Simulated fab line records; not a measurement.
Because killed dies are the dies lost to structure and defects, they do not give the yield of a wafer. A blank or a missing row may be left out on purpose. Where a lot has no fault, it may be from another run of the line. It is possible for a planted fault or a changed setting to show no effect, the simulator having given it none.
Struck lot and sound lot, side by side / flow gf180mcu / 43 out of 602 route steps
Sound: wafers L475.2, L475.3, L475.5. Struck: wafer L492.5 (left out: L492.2, L492.6 of the same lot, which were not struck); the cause appears at the end.
Order at every step that has rows: each side's tool, ch and its chambers, its first start. Under that, the readings that differ: sound wafers / struck wafers / difference of the means / sigmas: that difference in standard deviations of wafers without a fault.
alike: readings with means less than 2 such deviations apart, plus words and numbers identical on both sides. not compared: withheld readings, readings lacking a value on some wafer, bounds such as >300 that could conceal the same value, and numbers that have no deviation in the record and whose values overlap.
A row with sigmas, a row that says differs or no value, or rows on one side alone: a step with any of these is where the two part. Non-overlapping numbers with no deviation appear without sigmas and do not part them. Lack of a reading on every wafer of one side parts them only where that side has two or more wafers.

first, 2 steps without rows for these wafers: GF_DUAL_GATE_CLEAN_01 (cleans in dHF, time 20 s); GF_DUAL_GATE_OXIDATION_02 (stabilise 600 s, purge 300 s, target thk 10.887 nm).
GF_DUAL_GATE_THK_MEAS_03:
  sound on film_metro-04, day 7 13:56; struck on film_metro-01, day 12 08:50
  alike: DUAL_GATE_OXIDATION_00_THK
then, 7 steps without rows for these wafers: GF_DUAL_GATE_DEHYDRATE_04 (time 60 s); GF_DUAL_GATE_HMDS_05 (prime time 60 s); GF_DUAL_GATE_COAT_06 (resist thk 1000 nm); GF_DUAL_GATE_SOFTBAKE_07 (time 60 s); GF_DUAL_GATE_EXPOSE_08 (exposes mask Dualgate, target cd 700 nm); GF_DUAL_GATE_PEB_09; GF_DUAL_GATE_DEVELOP_10 (develop time 60 s).
GF_DUAL_GATE_OVL_MEAS_11:
  sound on overlay-02, day 8 05:11; struck on overlay-02, day 13 03:41
  alike: DUAL_GATE_OVL
then, 1 step without rows for these wafers: GF_DUAL_GATE_WET_ETCH_12 (etches SiO2 in dHF, target depth 13 nm, time 260 s).
GF_DUAL_GATE_STRIP_13: strips in O2/N2.
  sound on plasma_asher-02 ch 0,1, day 8 05:17; struck on plasma_asher-02 ch 0, day 13 03:53
  alike: drypump_motor_current_A, heater_power_w, oes_product_au, strip_time_to_endpoint_s
  not compared: rf_hours_counter_h
then, 3 steps without rows for these wafers: GF_DUAL_GATE_CLEAN_14 (cleans in SC1/SC2, time 150 s); GF_DUAL_GATE_OXIDATION_15 (stabilise 600 s, purge 300 s, target thk 7.098 nm); GF_POLY_GATE_CVD_00 (deposits poly-Si, target thk 200 nm, time 1200 s).
GF_POLY_GATE_THK_MEAS_01:
  sound on film_metro-02, day 8 11:31; struck on film_metro-02, day 13 08:01
  alike: POLY_GATE_CVD_00_THK
then, 8 steps without rows for these wafers: GF_POLY_GATE_DEHYDRATE_02 (time 60 s); GF_POLY_GATE_HMDS_03 (prime time 60 s); GF_POLY_GATE_COAT_04; GF_POLY_GATE_COAT_05 (resist thk 700 nm); GF_POLY_GATE_SOFTBAKE_06 (time 60 s); GF_POLY_GATE_EXPOSE_07 (exposes mask Poly2, target cd 280 nm); GF_POLY_GATE_PEB_08 (peb time 90 s); GF_POLY_GATE_DEVELOP_09 (develop time 60 s).
GF_POLY_GATE_CD_MEAS_10: the cd target is 280 nm.
  sound on cd_sem-01, day 9 03:27; struck on cd_sem-02, day 14 05:21
reading=cd_nm (nm); sound=278.4 278.2 277.3; struck=280.8; difference=+2.8; sigmas=+2
GF_POLY_GATE_OVL_MEAS_11:
  sound on overlay-02, day 9 03:34; struck on overlay-01, day 14 05:27
  alike: POLY_GATE_OVL
GF_POLY_GATE_ETCH_12: etches BARC in N2/H2.
  sound on rie_diel-04 ch 0,1,2, day 9 03:35; struck on rie_diel-03 ch 2, day 14 05:29
  alike: drypump_motor_current_A, oes_product_au, rf_fwd_power_W, throttle_valve_pct
GF_POLY_GATE_ETCH_13: etches poly-Si in HBr/Cl2, stops on SiO2, target depth 198.5 nm, time 69.6 s.
  sound on rie_si-02 ch 1,3, day 9 03:38; struck on rie_si-01 ch 1, day 14 05:32
reading=rf_fwd_power_W (W); sound=398.2 396.4 400.2; struck=394.4; difference=-3.9; sigmas=-3
reading=throttle_valve_pct (%); sound=33.694 33.680 33.690; struck=33.665; difference=-0.023; sigmas=-3
  alike: HBr_flow_sccm, drypump_motor_current_A, oes_product_au
  not compared: rf_hours_counter_h
GF_POLY_GATE_STRIP_14: strips in O2/N2.
  sound on plasma_asher-01 ch 0,1, day 9 03:41; struck on plasma_asher-03 ch 1, day 14 05:35
  alike: drypump_motor_current_A, heater_power_w, oes_product_au
  not compared: rf_hours_counter_h
then, 2 steps without rows for these wafers: GF_POLY_GATE_CLEAN_15 (cleans in SC1/SC2, time 150 s); GF_POLY_GATE_OXIDATION_16 (stabilise 600 s, purge 300 s, target thk 4 nm).
GF_POLY_GATE_THK_MEAS_17:
  sound on film_metro-03, day 9 05:06; struck on film_metro-02, day 14 07:00
  alike: POLY_GATE_OXIDATION_THK
GF_POLY_GATE_CD_MEAS_18:
  sound on cd_sem-01, day 9 05:11; struck on cd_sem-02, day 14 07:05
  alike: cd_nm
then, 7 steps without rows for these wafers: GF_HV_LDD_DEHYDRATE_00 (time 60 s); GF_HV_LDD_HMDS_01 (prime time 60 s); GF_HV_LDD_COAT_02 (resist thk 1000 nm); GF_HV_LDD_SOFTBAKE_03 (time 60 s); GF_HV_LDD_EXPOSE_04 (exposes mask Nplus LV AREA, target cd 400 nm); GF_HV_LDD_PEB_05; GF_HV_LDD_DEVELOP_06 (develop time 60 s).
GF_HV_LDD_CD_MEAS_07: the cd target is 400 nm.
  sound on cd_sem-01, day 9 22:39; struck on cd_sem-02, day 15 04:04
  alike: cd_nm
-- here the record skips 18 days between the struck wafers' starts before and after, leaving off in module HV_LDD and picking up in module PASSIVATION (first step shown: number 602 of the route) --
GF_PASSIVATION_PROBE_99:
  only the struck wafers here have rows in the record (prober-01, day 33 15:24); the sound ones have none

== WHERE THEY PART ==
First at GF_POLY_GATE_CD_MEAS_10; last, within this record, at GF_PASSIVATION_PROBE_99.

WHY: what the simulator had put in
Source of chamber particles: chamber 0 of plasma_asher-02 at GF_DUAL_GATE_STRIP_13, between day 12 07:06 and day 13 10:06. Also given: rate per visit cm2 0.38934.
